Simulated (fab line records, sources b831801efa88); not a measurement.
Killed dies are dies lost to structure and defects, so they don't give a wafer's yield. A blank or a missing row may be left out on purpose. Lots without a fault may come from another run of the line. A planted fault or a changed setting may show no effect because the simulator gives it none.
Tool commonality check | flow gf180mcu | 13 lots, 39 wafers sampled

WHY IT WAS OPENED
At GF_DUAL_GATE_THK_MEAS_03 the reading DUAL_GATE_OXIDATION_00_THK is flagged on 2 of 13 lots. Wafers without a fault read 10.94 nm, standard deviation 0.17.
Rule: a lot is flagged when every wafer of it that has a number lies more than 4 standard deviations from that mean, or none has a number. The other lots count as sound.

lot  | measured     | on            | DUAL_GATE_OXIDATION_00_THK (nm), wafer by wafer | flag
L607 | day 7 12:52  | film_metro-02 | 10.83 11.09 10.87                               |
L608 | day 7 20:22  | film_metro-02 | 10.91 10.86 11.08                               |
L609 | day 8 00:11  | film_metro-02 | 11.15 11.30 10.95                               |
L610 | day 8 09:44  | film_metro-03 | 11.06 10.93 11.21                               |
L613 | day 9 06:00  | film_metro-04 | 10.79 10.74 10.94                               |
L614 | day 9 14:10  | film_metro-02 | 10.69 10.94 10.66                               |
L616 | day 10 17:22 | film_metro-02 | 10.93 10.89 10.89                               |
L618 | day 11 04:25 | film_metro-04 | 12.54 12.37 12.40                               | FLAGGED
L619 | day 11 05:50 | film_metro-03 | 12.22 12.35 12.28                               | FLAGGED
L626 | day 13 10:00 | film_metro-03 | 11.15 11.05 11.35                               |
L627 | day 13 11:27 | film_metro-04 | 11.01 11.10 11.05                               |
L628 | day 13 12:55 | film_metro-04 | 10.84 10.94 10.80                               |
L630 | day 14 02:58 | film_metro-04 | 11.17 11.07 11.13                               |
The numbers of the flagged lots are 12.36 nm on average: +1.42 nm against the usual, or +8 standard deviations.

WHICH TOOL RAN EACH LOT
The record holds 1 process step before the reading, out of a route of 602 steps. In each cell: the tool, then ch and the chambers that the sampled wafers went through, then the start.
lot  | flag    | GF_DUAL_GATE_OXIDATION_02
L607 |         | furnace-01 ch 0, day 7 11:25
L608 |         | furnace-01 ch 0, day 7 18:54
L609 |         | furnace-01 ch 0, day 7 22:43
L610 |         | furnace-01 ch 0, day 8 08:16
L613 |         | furnace-01 ch 0, day 9 04:32
L614 |         | furnace-02 ch 0, day 9 12:43
L616 |         | furnace-01 ch 0, day 10 15:56
L618 | FLAGGED | furnace-02 ch 0, day 11 02:57
L619 | FLAGGED | furnace-02 ch 0, day 11 04:23
L626 |         | furnace-01 ch 0, day 13 08:33
L627 |         | furnace-01 ch 0, day 13 10:00
L628 |         | furnace-01 ch 0, day 13 11:26
L630 |         | furnace-02 ch 0, day 14 01:30
What these steps do:
- GF_DUAL_GATE_OXIDATION_02: stabilise 600 s, purge 300 s, target thk 10.887 nm.
- GF_DUAL_GATE_THK_MEAS_03

FLAGGED OVER TOTAL, TOOL BY TOOL (the gauges that took the reading come last)
step                      | tool          | lots run | flagged | share of the flagged lots | sound lots run after its first flagged lot
GF_DUAL_GATE_OXIDATION_02 | furnace-01    | 9        | 0       | none                      | -
GF_DUAL_GATE_OXIDATION_02 | furnace-02    | 4        | 2       | all                       | 1 (L630)
GF_DUAL_GATE_THK_MEAS_03  | film_metro-02 | 5        | 0       | none                      | -
GF_DUAL_GATE_THK_MEAS_03  | film_metro-03 | 3        | 1       | some                      | 1 (L626)
GF_DUAL_GATE_THK_MEAS_03  | film_metro-04 | 5        | 1       | some                      | 3 (L627,L628,L630)

WHAT THE TABLE ALLOWS
1 row of the table ran every flagged lot: furnace-02 at GF_DUAL_GATE_OXIDATION_02.
- furnace-02 at GF_DUAL_GATE_OXIDATION_02: 2 of its 4 lots flagged. Sound lots ran on it after the first flagged one (L630), which a lasting fault on the whole tool wouldn't allow.
No row of the table ran every flagged lot and no sound lot after the first.

WHAT THE SIMULATOR HAD PUT IN
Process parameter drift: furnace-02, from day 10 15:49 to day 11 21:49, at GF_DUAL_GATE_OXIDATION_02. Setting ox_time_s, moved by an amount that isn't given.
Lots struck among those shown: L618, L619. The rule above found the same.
